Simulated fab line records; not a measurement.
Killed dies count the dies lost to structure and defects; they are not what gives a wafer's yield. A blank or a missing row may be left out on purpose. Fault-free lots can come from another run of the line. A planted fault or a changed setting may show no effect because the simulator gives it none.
Which tool was responsible? + flow gf180mcu + Sampling: 11 lots, 33 wafers, 3 of 602 route steps

## WHAT THE GAUGES READ, wafer by wafer
GF_MVPSD_OVL_MEAS_07.
| lot  | measured     | on         | MVPSD_OVL (nm) |
|------|--------------|------------|----------------|
| L822 | day 5 00:38  | overlay-02 | 1.4 1.1 0.2    |
| L823 | day 5 06:48  | overlay-02 | 4.4 3.5 4.5    |
| L824 | day 5 18:36  | overlay-01 | 0.2 0.9 0.8    |
| L825 | day 5 18:47  | overlay-01 | 1.5 -0.2 0.2   |
| L826 | day 5 23:58  | overlay-01 | 1.3 -0.1 0.9   |
| L827 | day 6 04:39  | overlay-01 | -0.4 0.9 0.5   |
| L829 | day 6 18:52  | overlay-01 | 2.4 2.2 1.2    |
| L839 | day 9 05:58  | overlay-02 | 0.8 -0.4 1.6   |
| L843 | day 10 05:47 | overlay-01 | 3.4 0.2 2.5    |
| L844 | day 10 11:46 | overlay-01 | -0.6 -1.7 -0.9 |
| L845 | day 10 16:35 | overlay-01 | 1.7 0.2 1.1    |

## EACH LOT AND THE TOOL THAT RAN IT (in order: tool; ch and the chambers of the sampled wafers; start)
| lot  | GF_STI_ETCH_14                  | GF_STI_STRIP_15                     |
|------|---------------------------------|-------------------------------------|
| L822 | rie_si-01 ch 0,1,3, day 2 02:45 | plasma_asher-01 ch 0,1, day 2 02:49 |
| L823 | rie_si-01 ch 0,1, day 2 07:22   | plasma_asher-03 ch 0,1, day 2 07:26 |
| L824 | rie_si-01 ch 0,3, day 2 13:46   | plasma_asher-04 ch 0,1, day 2 13:53 |
| L825 | rie_si-01 ch 1,3, day 2 16:32   | plasma_asher-03 ch 0,1, day 2 16:37 |
| L826 | rie_si-02 ch 0,1,3, day 2 22:08 | plasma_asher-01 ch 0,1, day 2 22:13 |
| L827 | rie_si-02 ch 1,2, day 3 02:38   | plasma_asher-01 ch 0,1, day 3 02:43 |
| L829 | rie_si-02 ch 0,1,3, day 3 13:55 | plasma_asher-01 ch 0,1, day 3 13:59 |
| L839 | rie_si-01 ch 0,2,3, day 5 17:01 | plasma_asher-01 ch 0,1, day 5 17:06 |
| L843 | rie_si-01 ch 1,2,3, day 6 13:38 | plasma_asher-01 ch 0,1, day 6 13:42 |
| L844 | rie_si-02 ch 0,3, day 6 18:43   | plasma_asher-03 ch 0,1, day 6 18:49 |
| L845 | rie_si-01 ch 1,2,3, day 6 23:22 | plasma_asher-04 ch 0,1, day 6 23:27 |
- GF_STI_ETCH_14: etches Si in HBr/Cl2/O2, target depth 360 nm, time 102.9 s.
- GF_STI_STRIP_15: strips in O2/N2.

## THE ANSWER, worked out from the rows above alone
Rule: what is usual is taken from the lots themselves. The widest of any qualifying gaps counts: lots, ordered by their means at a reading, are off when they make up no more than a third of the lots, leave a main group of 4 or more, and stand apart from it by 3 or more times the standard deviation of that group's means. A main group whose means are all the same, to the digits that the tables above print for the reading, isn't used. A lot without any number at a reading at which 4 lots or more have one is off too. All remaining lots with rows at the step are treated as sound.
Nothing can be told from this: no lot is off at any reading shown.

## WHAT THE SIMULATOR HAD PUT IN
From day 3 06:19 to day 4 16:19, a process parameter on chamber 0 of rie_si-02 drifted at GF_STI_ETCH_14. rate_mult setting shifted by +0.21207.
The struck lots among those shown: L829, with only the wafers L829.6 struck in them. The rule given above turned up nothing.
